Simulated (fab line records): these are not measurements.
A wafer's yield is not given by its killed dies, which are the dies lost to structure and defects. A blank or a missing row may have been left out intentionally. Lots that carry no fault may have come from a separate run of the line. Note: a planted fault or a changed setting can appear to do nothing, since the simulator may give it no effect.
Which tool is to blame? | flow gf180mcu | 14 lots, 42 wafers sampled, at 3 steps of a route of 602

## WHAT THE GAUGES SHOWED, per wafer
GF_TOP_METAL_RS_MEAS_05: uses a four-point probe to measure. Usual: TOP_METAL_ALCU_RS gives 0.0329 ohm/sq (standard deviation 0.00038).
lot  | measured     | on            | TOP_METAL_ALCU_RS (ohm/sq) | flag
L782 | day 27 20:46 | film_metro-02 | 0.0333 0.0334 0.0334       |
L783 | day 28 02:42 | film_metro-04 | 0.0323 0.0326 0.0322       |
L785 | day 28 22:45 | film_metro-04 | 0.0334 0.0332 0.0331       |
L786 | day 29 14:01 | film_metro-02 | 0.0331 0.0332 0.0335       |
L788 | day 29 14:43 | film_metro-04 | 0.0331 0.0331 0.0331       |
L789 | day 30 00:52 | film_metro-04 | 0.0327 0.0326 0.0327       |
L790 | day 30 08:47 | film_metro-04 | 0.0325 0.0327 0.0325       |
L793 | day 31 05:37 | film_metro-01 | 0.0327 0.0327 0.0324       |
L795 | day 31 16:02 | film_metro-02 | 0.0322 0.0326 0.0327       |
L797 | day 32 08:05 | film_metro-01 | 0.0326 0.0329 0.0328       |
L798 | day 32 12:57 | film_metro-04 | 0.0327 0.0325 0.0327       |
L799 | day 32 17:16 | film_metro-04 | 0.0328 0.0334 0.0332       |
L803 | day 33 19:20 | film_metro-01 | 0.0362 0.0361 0.0362       | OFF
L805 | day 34 00:40 | film_metro-01 | 0.0349 0.0353 0.0349       | OFF

GF_TOP_METAL_THK_MEAS_06: measures by xrf. Usual: TOP_METAL_ALCU_THK gives 899 nm (standard deviation 11).
lot  | measured     | on            | TOP_METAL_ALCU_THK (nm) | flag
L782 | day 27 20:53 | film_metro-02 | 891 880 886             |
L783 | day 28 02:49 | film_metro-04 | 919 907 915             |
L785 | day 28 22:52 | film_metro-04 | 883 887 891             |
L786 | day 29 14:07 | film_metro-02 | 889 885 876             |
L788 | day 29 14:48 | film_metro-04 | 891 895 897             |
L789 | day 30 00:58 | film_metro-04 | 908 906 908             |
L790 | day 30 08:54 | film_metro-04 | 911 903 912             |
L793 | day 31 05:43 | film_metro-01 | 901 906 913             |
L795 | day 31 16:08 | film_metro-02 | 916 904 909             |
L797 | day 32 08:12 | film_metro-01 | 907 899 899             |
L798 | day 32 13:04 | film_metro-04 | 908 907 902             |
L799 | day 32 17:23 | film_metro-04 | 905 884 890             |
L803 | day 33 19:26 | film_metro-01 | 821 826 821             | OFF
L805 | day 34 00:47 | film_metro-01 | 850 838 846             | OFF

## WHAT TOOL EACH LOT RAN ON (gives the tool, then ch and the chambers of the sampled wafers, and finally the start)
lot  | GF_TOP_METAL_SPUTTER_02
L782 | pvd_sputter-03, day 27 20:40
L783 | pvd_sputter-01, day 28 02:37
L785 | pvd_sputter-03, day 28 22:38
L786 | pvd_sputter-03, day 29 13:52
L788 | pvd_sputter-02, day 29 14:34
L789 | pvd_sputter-02, day 30 00:45
L790 | pvd_sputter-01, day 30 08:41
L793 | pvd_sputter-03, day 31 05:28
L795 | pvd_sputter-03, day 31 15:55
L797 | pvd_sputter-01, day 32 07:59
L798 | pvd_sputter-01, day 32 12:50
L799 | pvd_sputter-03, day 32 17:10
L803 | pvd_sputter-01, day 33 19:11
L805 | pvd_sputter-01, day 34 00:34
- GF_TOP_METAL_SPUTTER_02: material AlCu, target thk 900 nm, time 47.82 s.

## AS READ BY THE TOOLS THEMSELVES (means over the sampled wafers that have a number; for cases with no such wafer, the mark the record gives instead)
GF_TOP_METAL_SPUTTER_02. Usual: cathode_dc_power_W 10600 W, standard deviation 2; throttle_valve_pct 30.6 %, standard deviation 0.86.
lot  | tool           | cathode_dc_power_W (W) | throttle_valve_pct (%) | flag
L782 | pvd_sputter-03 | 10600                  | 31.9                   |
L783 | pvd_sputter-01 | 10601                  | 30.3                   |
L785 | pvd_sputter-03 | 10601                  | 31.9                   |
L786 | pvd_sputter-03 | 10602                  | 31.5                   |
L788 | pvd_sputter-02 | 10599                  | 29.6                   |
L789 | pvd_sputter-02 | 10600                  | 30.2                   |
L790 | pvd_sputter-01 | 10597                  | 30.8                   |
L793 | pvd_sputter-03 | 10600                  | 30.8                   |
L795 | pvd_sputter-03 | 10600                  | 31.1                   |
L797 | pvd_sputter-01 | 10600                  | 30.3                   |
L798 | pvd_sputter-01 | 10601                  | 30.5                   |
L799 | pvd_sputter-03 | 10599                  | 31.8                   |
L803 | pvd_sputter-01 | 9786                   | 30.6                   | OFF
L805 | pvd_sputter-01 | 9785                   | 30.5                   | OFF

## THE ANSWER, worked out from the rows above alone
Rule: lot off if the mean of its wafers having a number is beyond 3 standard deviations from the usual mean. Also off: a lot with no number at a reading for which 4 or more lots have one. The other lots that the step has rows for count as sound. The gauges are gone through in route order, then the tools' own readings, and for those a lot's mean is taken as printed above. At the first step where some lot is off, the reading lying furthest off is the one used; lots without a number count as furthest.
Off: at GF_TOP_METAL_RS_MEAS_05 (TOP_METAL_ALCU_RS), L803, L805.
A tool fits if, at a process step before that reading, it ran every lot that is off, and no sound lot after the first of them. Not tried: the gauges at GF_TOP_METAL_RS_MEAS_05; whatever is off there is also off at GF_TOP_METAL_SPUTTER_02, on other tools, and gauge error can't account for it. One fits: pvd_sputter-01 at GF_TOP_METAL_SPUTTER_02. Its last sound lot is L798 (day 32 12:50), its first lot that is off L803 (day 33 19:11): a fault that began between those two fits.
On the lots that are off, the tool's own readings at GF_TOP_METAL_SPUTTER_02 differ by more than 5 times the standard deviation of the sound lots' means, which bears it out; cathode_dc_power_W reads 9786 W there versus 10600 W on the sound lots.

## WHAT THE SIMULATOR PUT IN
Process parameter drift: pvd_sputter-01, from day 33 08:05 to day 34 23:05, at GF_TOP_METAL_SPUTTER_02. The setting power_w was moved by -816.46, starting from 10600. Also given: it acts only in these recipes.
Lots struck among those shown: L803, L805. This agrees with what the rule above found.
